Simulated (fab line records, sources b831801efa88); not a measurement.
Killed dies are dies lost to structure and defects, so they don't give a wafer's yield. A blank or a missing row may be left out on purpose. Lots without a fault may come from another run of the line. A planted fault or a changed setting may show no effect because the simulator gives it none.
Chamber matching | flow gf180mcu | GF_V1_CMP_26 on cmp-01: 3 sister chambers
The step polishes, stops on SiO2, t overpolish 15 s, target thk 0 nm. 14 wafers are shown with their chamber, then 4 later ones without.

WAFERS WITH THEIR CHAMBER
wafer  | chamber | motor_current_A (A) | time_to_endpoint_s (s) | overpolish_run_s (s)
L622.2 | 3       | 12.9                | 88                     | 14.990
L622.5 | 2       | 11.4                | 84                     | 15.008
L622.6 | 3       | 12.3                | 89                     | 15.005
L627.3 | 3       | 13.0                | 91                     | 14.992
L627.5 | 0       | 10.0                | 86                     | 14.987
L627.6 | 3       | 12.7                | 88                     | 14.998
L629.1 | 2       | 11.2                | 85                     | 15.007
L629.5 | 3       | 12.2                | 89                     | 14.993
L629.6 | 2       | 10.8                | 89                     | 14.992
L630.1 | 0       | 9.3                 | 84                     | 14.998
L630.5 | 3       | 12.3                | 93                     | 15.002
L630.6 | 0       | 9.6                 | 85                     | 14.997
L631.3 | 2       | 11.3                | 85                     | 14.999
L631.4 | 3       | 12.9                | 86                     | 14.988

SIGNATURES (means of the wafers above)
reading            | chamber 0 | chamber 2 | chamber 3 | scatter within a chamber
motor_current_A    | 9.633     | 11.175    | 12.614    | 0.322
time_to_endpoint_s | 85.00     | 85.75     | 89.14     | 2.08
overpolish_run_s   | 14.99400  | 15.00150  | 14.99543  | 0.00665
Rule: a wafer's distance from a chamber is the root of the sum, over the readings, of the square of ((its reading less the chamber's mean) divided by the reading's scatter). The wafer belongs to the nearest chamber; if the next one is less than 2 further off, it can't be placed. The scatter: the root of (the sum of the squares of (reading less its chamber's mean) over the shown wafers, divided by (wafers less chambers)).

WAFERS WITHOUT THEIR CHAMBER
wafer  | motor_current_A (A) | time_to_endpoint_s (s) | overpolish_run_s (s)
L632.1 | 9.2                 | 84                     | 14.992
L632.5 | 9.0                 | 82                     | 14.985
L639.1 | 12.3                | 87                     | 15.008
L639.4 | 9.4                 | 84                     | 14.996

WHICH CHAMBER EACH WENT THROUGH
wafer  | from the rows above     | in truth
L632.1 | 0                       | 0
L632.5 | 0                       | 0
L639.1 | can't be placed: 3 or 2 | 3
L639.4 | 0                       | 0
Placed correctly: 3 of 4. Can't be placed from these rows: 1 (the true chamber is among the candidates in 1). Placed wrongly: 0.
